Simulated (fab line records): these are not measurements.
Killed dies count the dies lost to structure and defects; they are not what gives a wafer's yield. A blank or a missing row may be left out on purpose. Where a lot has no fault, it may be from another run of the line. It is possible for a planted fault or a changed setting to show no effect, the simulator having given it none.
Matching of chambers | flow sky130 | cmp-01 running SKY_VIA4_CMP_21: 4 sister chambers
The step polishes, stops on SiO2, t overpolish 25 s, target thk 0 nm. 16 wafers are shown with their chamber, then 8 later ones without.

WAFERS WITH THEIR CHAMBER
wafer  | chamber | motor-current-A (A) | time-to-endpoint-s (s) | head-pressure-psi (psi)
L299.3 | 1       | 10.6                | 118                    | 3.492
L299.5 | 2       | 12.3                | 118                    | 3.507
L299.6 | 3       | 10.9                | 118                    | 3.503
L300.1 | 3       | 10.6                | 120                    | 3.497
L300.3 | 0       | 9.9                 | 125                    | 3.507
L300.4 | 1       | 10.6                | 126                    | 3.501
L303.2 | 0       | 10.1                | 126                    | 3.507
L303.3 | 1       | 10.8                | 122                    | 3.506
L303.6 | 2       | 11.7                | 117                    | 3.502
L305.2 | 2       | 11.6                | 119                    | 3.498
L305.3 | 3       | 11.0                | 117                    | 3.501
L305.6 | 2       | 11.6                | 120                    | 3.495
L310.3 | 3       | 10.0                | 124                    | 3.500
L310.5 | 0       | 10.4                | 123                    | 3.506
L310.6 | 1       | 10.0                | 122                    | 3.504
L314.1 | 3       | 11.3                | 119                    | 3.513

SIGNATURES (averages over the wafers above)
reading            | chamber 0 | chamber 1 | chamber 2 | chamber 3 | scatter within a chamber
motor-current-A    | 10.133    | 10.500    | 11.800    | 10.760    | 0.387
time-to-endpoint-s | 124.67    | 122.00    | 118.50    | 119.60    | 2.43
head-pressure-psi  | 3.50667   | 3.50075   | 3.50050   | 3.50280   | 0.00536
Rule: for each reading, subtract the chamber's mean from the wafer's reading, divide by that reading's scatter and square the result; add these up over the readings and take the root, which gives the wafer's distance from the chamber. The wafer belongs to the nearest chamber; if the next one is less than 2 further off, it can't be placed. How the scatter is found: for the shown wafers, subtract from each reading the mean of its chamber, square and add these, divide the total by (wafers less chambers), then take the root.

WAFERS WITH NO CHAMBER GIVEN
wafer  | motor-current-A (A) | time-to-endpoint-s (s) | head-pressure-psi (psi)
L314.2 | 9.8                 | 120                    | 3.490
L314.4 | 11.6                | 120                    | 3.499
L317.1 | 10.3                | 119                    | 3.519
L317.5 | 11.6                | 118                    | 3.507
L317.6 | 10.5                | 116                    | 3.519
L321.2 | 11.2                | 121                    | 3.509
L321.4 | 10.8                | 118                    | 3.508
L321.5 | 10.5                | 121                    | 3.506

WHICH CHAMBER EACH WENT THROUGH
wafer  | from the rows above               | in truth
L314.2 | can't be placed: 1 or 3 or 0      | 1
L314.4 | can't be placed: 2 or 3           | 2
L317.1 | can't be placed: 3 or 0 or 1 or 2 | 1
L317.5 | can't be placed: 2 or 3           | 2
L317.6 | can't be placed: 3 or 1 or 0 or 2 | 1
L321.2 | can't be placed: 3 or 1 or 2 or 0 | 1
L321.4 | can't be placed: 3 or 1 or 2      | 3
L321.5 | can't be placed: 1 or 3 or 0      | 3
Correct placement for 0 of the 8. From these rows, 8 cannot be placed; in 8 the true chamber is one of the candidates. Wrongly placed: 0.
